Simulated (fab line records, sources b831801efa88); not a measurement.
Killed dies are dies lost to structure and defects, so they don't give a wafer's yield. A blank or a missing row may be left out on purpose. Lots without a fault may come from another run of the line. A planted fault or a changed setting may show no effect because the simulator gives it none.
Which tool did it? | flow sky130 | 13 lots, 39 wafers sampled, at 4 steps of a route of 708

WHAT THE GAUGES READ, wafer by wafer
SKY_POLY_GATE_CD_MEAS_22.
lot  | measured     | on        | cd_nm (nm)
L152 | day 16 09:23 | cd_sem-01 | 144 144 148
L153 | day 16 19:19 | cd_sem-01 | 147 147 146
L155 | day 17 16:32 | cd_sem-02 | 151 150 158
L156 | day 17 19:16 | cd_sem-01 | 154 149 149
L158 | day 19 02:04 | cd_sem-02 | 151 152 153
L161 | day 20 01:57 | cd_sem-02 | 150 148 149
L167 | day 22 06:51 | cd_sem-02 | 145 145 146
L168 | day 22 14:34 | cd_sem-02 | 148 141 146
L169 | day 22 16:56 | cd_sem-01 | 151 152 150
L170 | day 23 05:23 | cd_sem-02 | 153 147 143
L171 | day 23 16:17 | cd_sem-02 | 150 147 151
L172 | day 23 20:25 | cd_sem-02 | 150 154 156
L175 | day 25 06:46 | cd_sem-01 | 150 155 147

SKY_LDD_HVP_OVL_MEAS_07.
lot  | measured     | on         | LDD_HVP_OVL (nm)
L152 | day 21 11:37 | overlay-01 | 0.8 -0.8 -1.7
L153 | day 21 20:26 | overlay-01 | -0.9 -0.3 -0.4
L155 | day 22 18:10 | overlay-01 | 0.2 0.2 0.4
L156 | day 22 21:43 | overlay-01 | -0.5 0.1 1.4
L158 | day 24 04:25 | overlay-01 | - - -
L161 | day 25 01:37 | overlay-02 | 1.9 1.3 0.2
L167 | day 27 05:55 | overlay-02 | -0.7 1.8 0.2
L168 | day 27 12:25 | overlay-01 | -1.1 -0.2 0.3
L169 | day 27 16:04 | overlay-01 | -0.3 2.4 0.2
L170 | day 28 02:43 | overlay-01 | 1.2 0.9 -0.5
L171 | day 28 13:19 | overlay-02 | -0.8 2.4 1.0
L172 | day 28 17:31 | overlay-02 | 3.3 -0.3 -0.1
L175 | day 30 02:38 | overlay-01 | 0.2 -1.9 -1.4

SKY_LDD_HVP_TW_MEAS_10.
lot  | measured     | on            | LDD_HVP_TW
L152 | day 21 11:55 | film_metro-01 | 461 461 461
L153 | day 21 20:43 | film_metro-01 | 460 462 467
L155 | day 22 18:28 | film_metro-02 | 454 452 453
L156 | day 22 22:01 | film_metro-04 | 458 458 458
L158 | day 24 04:43 | film_metro-02 | 30 30 30
L161 | day 25 01:54 | film_metro-02 | 457 457 454
L167 | day 27 06:13 | film_metro-01 | 461 462 460
L168 | day 27 12:43 | film_metro-01 | 462 459 461
L169 | day 27 16:21 | film_metro-02 | 453 454 456
L170 | day 28 03:01 | film_metro-01 | 464 466 462
L171 | day 28 13:36 | film_metro-02 | 452 453 454
L172 | day 28 17:48 | film_metro-01 | 464 460 464
L175 | day 30 02:56 | film_metro-04 | 458 459 458

WHICH TOOL RAN EACH LOT (tool, then ch and the chambers of the sampled wafers, then the start)
lot  | SKY_LDD_HVP_EXPOSE_04
L152 | iline_stepper-02 ch 0, day 20 20:30
L153 | iline_stepper-02 ch 0, day 21 05:56
L155 | iline_stepper-01 ch 0, day 22 03:38
L156 | iline_stepper-02 ch 0, day 22 07:56
L158 | iline_stepper-01 ch 0, day 23 14:12
L161 | iline_stepper-01 ch 0, day 24 10:06
L167 | iline_stepper-01 ch 0, day 26 15:29
L168 | iline_stepper-02 ch 0, day 26 21:15
L169 | iline_stepper-01 ch 0, day 27 01:08
L170 | iline_stepper-01 ch 0, day 27 13:37
L171 | iline_stepper-02 ch 0, day 27 23:08
L172 | iline_stepper-01 ch 0, day 28 02:53
L175 | iline_stepper-02 ch 0, day 29 11:53
- SKY_LDD_HVP_EXPOSE_04: exposes mask HVPTM, target cd 700 nm.

WHAT THE TOOLS THEMSELVES READ (means of the sampled wafers that have a number; where no wafer has one, the mark that the record gives instead)
The record holds no such reading with a usual standard deviation.

THE ANSWER, worked out from the rows above alone
Rule: what is usual is taken from the lots themselves. Put in order of their means at a reading, lots are off if they are a third of the lots or fewer, leave a main group of 4 or more, and stand apart from it by a gap of 3 or more times the standard deviation of the main group's means; of several such gaps the widest counts. A main group whose means are all the same, to the digits that the tables above print for the reading, isn't used. A lot without any number at a reading at which 4 lots or more have one is off too. The other lots that the step has rows for count as sound. The gauges are gone through in route order, then the tools' own readings, and for those a lot's mean is taken as printed above. The first step at which some lot is off is used, and at that step the reading that is off furthest; a lot without a number counts as furthest.
Off: L158, at SKY_LDD_HVP_OVL_MEAS_07 (LDD_HVP_OVL). Without a number there: L158. The main group: mean 0.2 nm, standard deviation 0.67.
A tool fits if, at a process step before that reading, it ran every lot that is off, and no sound lot after the first of them. The gauges at SKY_LDD_HVP_OVL_MEAS_07 aren't tried: what is off there is off at SKY_LDD_HVP_TW_MEAS_10 too, on other tools, and a gauge's error can't cause that. None of those tried fits.

WHAT THE SIMULATOR HAD PUT IN
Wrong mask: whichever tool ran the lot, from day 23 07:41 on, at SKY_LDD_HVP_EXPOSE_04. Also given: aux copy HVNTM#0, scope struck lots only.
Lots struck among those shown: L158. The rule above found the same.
